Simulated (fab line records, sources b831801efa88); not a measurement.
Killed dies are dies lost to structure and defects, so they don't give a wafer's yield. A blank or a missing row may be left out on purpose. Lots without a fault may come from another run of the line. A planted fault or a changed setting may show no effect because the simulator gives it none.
A struck lot beside a sound one | flow gf180mcu | 15 steps out of a route of 602
Sound: wafers L253.1, L253.3, L253.6. Struck: wafer L244.1. (L244.3 of the same lot was not struck and is left out.) The cause comes at the end.
At each step with rows: each side's tool, then ch and its chambers, then its first start. Under that, the readings that differ: sound wafers | struck wafers | difference of the means | sigmas: that difference in standard deviations of wafers without a fault.
alike: readings whose means differ by less than 2 such deviations, and words and numbers that are the same on both sides. not compared: withheld readings, readings that some wafer has no value for, bounds like >300 that may hide the same value, and numbers for which the record gives no deviation and whose values overlap.
The two part at a step that has a row with sigmas, a row that says differs or no value, or rows on one side only. Numbers that don't overlap but have no deviation are shown without sigmas and don't part them. A reading that every wafer of one side lacks parts them only if that side has two wafers or more.

GF_V3_OVL_MEAS_15:
  sound on overlay-01, day 29 02:20; struck on overlay-01, day 26 14:22
  alike: V3_OVL
GF_V3_ETCH_16: etches BARC in N2/H2.
  sound on rie_diel-04 ch 2,3, day 29 02:22; struck on rie_diel-02 ch 0, day 26 14:23
  alike: bias_w, drypump_motor_current_A, oes_product_au, throttle_valve_pct
then, 4 steps without rows for these wafers: GF_V3_ETCH_17 (etches SiO2 in C4F8/O2/Ar, stops on TiN, target depth 635 nm); GF_V3_STRIP_18 (strips in O2/N2); GF_V3_STRIP_19 (strips in post etch residue remover, time 1200 s); GF_V3_CLEAN_20 (cleans in DIW).
GF_V3_SPUTTER_21: material Ti, target thk 15 nm, time 80.02 s.
  sound on pvd_sputter-01, day 29 03:02; struck on pvd_sputter-04, day 26 15:04
  alike: throttle_valve_pct
GF_V3_SPUTTER_22: material TiN, target thk 10 nm, time 40 s.
  sound on pvd_sputter-01, day 29 03:05; struck on pvd_sputter-04, day 26 15:07
  alike: throttle_valve_pct
GF_V3_CVD_23: deposits W, target thk 350 nm, time 104.9 s.
  sound on cvd_w-01 ch 0,1, day 29 03:08; struck on cvd_w-02 ch 1, day 26 15:10
  reading            | sound       | struck | difference | sigmas
  heater_power_w (W) | 682 801 773 | 1062   | +310       | +2
  alike: chamber_pressure_Torr
GF_V3_RS_MEAS_24: measures by four-point-probe.
  sound on film_metro-01, day 29 03:15; struck on film_metro-04, day 26 15:16
  reading          | sound             | struck | difference | sigmas
  V3_W_RS (ohm/sq) | 0.326 0.331 0.335 | 0.319  | -0.012     | -2
GF_V3_THK_MEAS_25: measures by xrf.
  sound on film_metro-01, day 29 03:22; struck on film_metro-04, day 26 15:23
  alike: V3_W_THK
then, 1 step without rows for these wafers: GF_V3_CMP_26 (polishes, stops on SiO2, t overpolish 15 s, target thk 0 nm).
GF_M4_SPUTTER_00: material Ti, target thk 37.5 nm, time 150 s.
  sound on pvd_sputter-04, day 29 03:44; struck on pvd_sputter-02, day 26 15:47
  reading                               | sound             | struck | difference | sigmas
  throttle_valve_pct (%)                | 29.6 30.2 29.7    | 28.2   | -1.6       | -2
  model.Ti_of_M4_SPUTTER_00.thk_nm (nm) | 38.63 38.48 38.06 | 42.45  | +4.06      |
GF_M4_SPUTTER_01: material TiN, target thk 30 nm, time 25 s.
  sound on pvd_sputter-04, day 29 03:50; struck on pvd_sputter-02, day 26 15:53
  alike: throttle_valve_pct
-- the record jumps here: 6 days lie between the struck wafers' starts before and after (it left off in module M4 and takes up again in module PASSIVATION, whose first step shown is number 602 of the route) --
GF_PASSIVATION_PROBE_99:
  the record has rows for the struck wafers here (prober-02, day 32 15:17) and none for the sound ones

WHERE THEY PART
First at GF_V3_CVD_23; last, within this record, at GF_PASSIVATION_PROBE_99.

WHY: what the simulator had put in
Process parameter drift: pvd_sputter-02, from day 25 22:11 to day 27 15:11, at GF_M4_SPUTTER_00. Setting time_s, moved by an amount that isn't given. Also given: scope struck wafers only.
